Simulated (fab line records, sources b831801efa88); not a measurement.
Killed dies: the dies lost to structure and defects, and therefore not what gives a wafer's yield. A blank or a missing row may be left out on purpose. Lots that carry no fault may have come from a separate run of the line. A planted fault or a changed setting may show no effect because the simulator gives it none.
Matching of chambers    flow gf180mcu    cmp-02 running GF_CONTACT_CMP_27: 4 sister chambers
The step polishes, stops on SiO2, t overpolish 15 s, target thk 0 nm. 16 wafers are shown with their chamber, then 8 later ones without.

== EACH WAFER AND ITS CHAMBER ==
wafer   chamber  motor current A (A)  time to endpoint s (s)  platen rpm (rpm)
L662.1  1        11.1                 71                      60.02
L662.3  3        12.0                 74                      60.01
L662.6  3        12.4                 71                      60.00
L666.2  1        11.3                 70                      60.01
L666.3  0        8.9                  76                      59.93
L666.5  2        11.7                 81                      60.05
L675.1  3        11.1                 72                      59.95
L675.3  1        11.2                 72                      59.98
L675.6  0        8.9                  74                      59.90
L677.2  3        12.2                 74                      59.98
L677.3  0        8.8                  74                      59.96
L677.4  2        11.1                 78                      60.01
L678.1  1        11.5                 71                      60.06
L678.2  3        11.9                 75                      60.00
L678.3  2        11.3                 75                      59.95
L679.2  1        11.3                 74                      59.98

SIGNATURES, as means of the wafers listed above
reading             chamber 0  chamber 1  chamber 2  chamber 3  scatter within a chamber
motor current A     8.867      11.280     11.367     11.920     0.325
time to endpoint s  74.67      71.60      78.00      73.20      1.84
platen rpm          59.9300    60.0100    60.0033    59.9880    0.0336
Rule: a wafer lies at a distance from a chamber equal to the root of the sum of squares, over the readings, of (its reading less the chamber's mean, divided by the reading's scatter). If the next closest chamber is less than 2 further off than the closest, the wafer can't be placed; otherwise it belongs to the closest. The scatter is the square root of a quotient: the sum, over the shown wafers, of each reading's squared deviation from its chamber's mean, divided by wafers minus chambers.

== WAFERS WITHOUT THEIR CHAMBER ==
wafer   motor current A (A)  time to endpoint s (s)  platen rpm (rpm)
L679.4  8.5                  75                      60.02
L679.6  8.5                  75                      59.97
L684.2  11.6                 74                      60.06
L684.4  10.8                 73                      59.99
L684.6  11.9                 69                      60.08
L685.1  11.5                 69                      60.01
L685.5  11.8                 71                      60.00
L685.6  12.0                 73                      60.06

== WHICH CHAMBER EACH ONE RAN IN ==
wafer   from the rows above           in truth
L679.4  0                             0
L679.6  0                             0
L684.2  can't be placed: 1 or 3 or 2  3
L684.4  can't be placed: 1 or 2 or 3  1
L684.6  can't be placed: 1 or 3       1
L685.1  can't be placed: 1 or 3       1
L685.5  can't be placed: 3 or 1       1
L685.6  can't be placed: 3 or 1 or 2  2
2 of 8 placed correctly. Can't be placed from these rows: 6 (the true chamber is among the candidates in 6). Placed wrongly: 0.
